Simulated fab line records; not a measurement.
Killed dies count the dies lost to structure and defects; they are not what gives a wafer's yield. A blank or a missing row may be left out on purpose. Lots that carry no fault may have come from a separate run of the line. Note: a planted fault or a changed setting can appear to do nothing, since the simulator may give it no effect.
Which tool was responsible? -- flow sky130 -- 6 lots, 18 wafers sampled, at 5 steps of a route of 708

## WHAT EACH GAUGE READ, for each wafer
SKY_CAPM_THK_MEAS_01.
lot,measured,on,CAPM_CVD_00_THK (nm)
L864,day 37 01:00,film-metro-02,31.18 31.24 31.49
L876,day 40 15:09,film-metro-02,15.48 15.45 15.69
L879,day 41 22:10,film-metro-04,15.31 15.56 15.41
L880,day 42 04:09,film-metro-04,15.33 15.34 15.64
L884,day 42 19:58,film-metro-04,15.41 15.30 15.46
L886,day 43 10:21,film-metro-03,15.32 15.58 15.41

## WHAT TOOL EACH LOT RAN ON (gives the tool, then ch and the chambers of the sampled wafers, and finally the start)
lot,SKY_METAL3_SPUTTER_00,SKY_METAL3_SPUTTER_02,SKY_METAL3_SPUTTER_04,SKY_CAPM_CVD_00
L864,"pvd-sputter-03, day 37 00:37","pvd-sputter-03, day 37 00:40","pvd-sputter-03, day 37 00:44","pecvd-04 ch 0,1,2, day 37 00:00"
L876,"pvd-sputter-01, day 40 14:59","pvd-sputter-01, day 40 15:02","pvd-sputter-01, day 40 15:05","pecvd-04 ch 0,1, day 40 15:08"
L879,"pvd-sputter-01, day 41 21:58","pvd-sputter-01, day 41 22:01","pvd-sputter-01, day 41 22:05","pecvd-01 ch 0,1,2, day 41 22:08"
L880,"pvd-sputter-04, day 42 03:59","pvd-sputter-04, day 42 04:01","pvd-sputter-04, day 42 04:05","pecvd-03 ch 0,1, day 42 04:08"
L884,"pvd-sputter-03, day 42 19:48","pvd-sputter-03, day 42 19:51","pvd-sputter-03, day 42 19:54","pecvd-03 ch 0,1,2, day 42 19:57"
L886,"pvd-sputter-01, day 43 10:10","pvd-sputter-01, day 43 10:12","pvd-sputter-01, day 43 10:16","pecvd-04 ch 0, day 43 10:19"
- SKY_METAL3_SPUTTER_00: material Ti, target thk 15 nm, time 10 s.
- SKY_METAL3_SPUTTER_02: material AlCu, target thk 735 nm, time 39.1 s.
- SKY_METAL3_SPUTTER_04: material TiN, target thk 70 nm, time 58.3 s.
- SKY_CAPM_CVD_00: deposits SiO2, target thk 15.5 nm.

## THE ANSWER, worked out from the rows above alone
Rule: usual is defined by the lots themselves. The widest of any qualifying gaps counts: lots, ordered by their means at a reading, are off when they make up no more than a third of the lots, leave a main group of 4 or more, and stand apart from it by 3 or more times the standard deviation of that group's means. If all means in a main group match to the digits the tables above print for the reading, that group is not used. A lot without any number at a reading at which 4 lots or more have one is off too. All remaining lots with rows at the step are treated as sound.
Off: at SKY_CAPM_THK_MEAS_01 (CAPM_CVD_00_THK), L864. Main group: mean 15.45 nm, sd 0.05.
A tool fits if, at a process step before that reading, it ran every lot that is off, and no sound lot after the first of them. Those tools and the gauges at SKY_CAPM_THK_MEAS_01 are tried in the same way. Of those tried, none fits.

## WHAT THE SIMULATOR HAD PUT IN
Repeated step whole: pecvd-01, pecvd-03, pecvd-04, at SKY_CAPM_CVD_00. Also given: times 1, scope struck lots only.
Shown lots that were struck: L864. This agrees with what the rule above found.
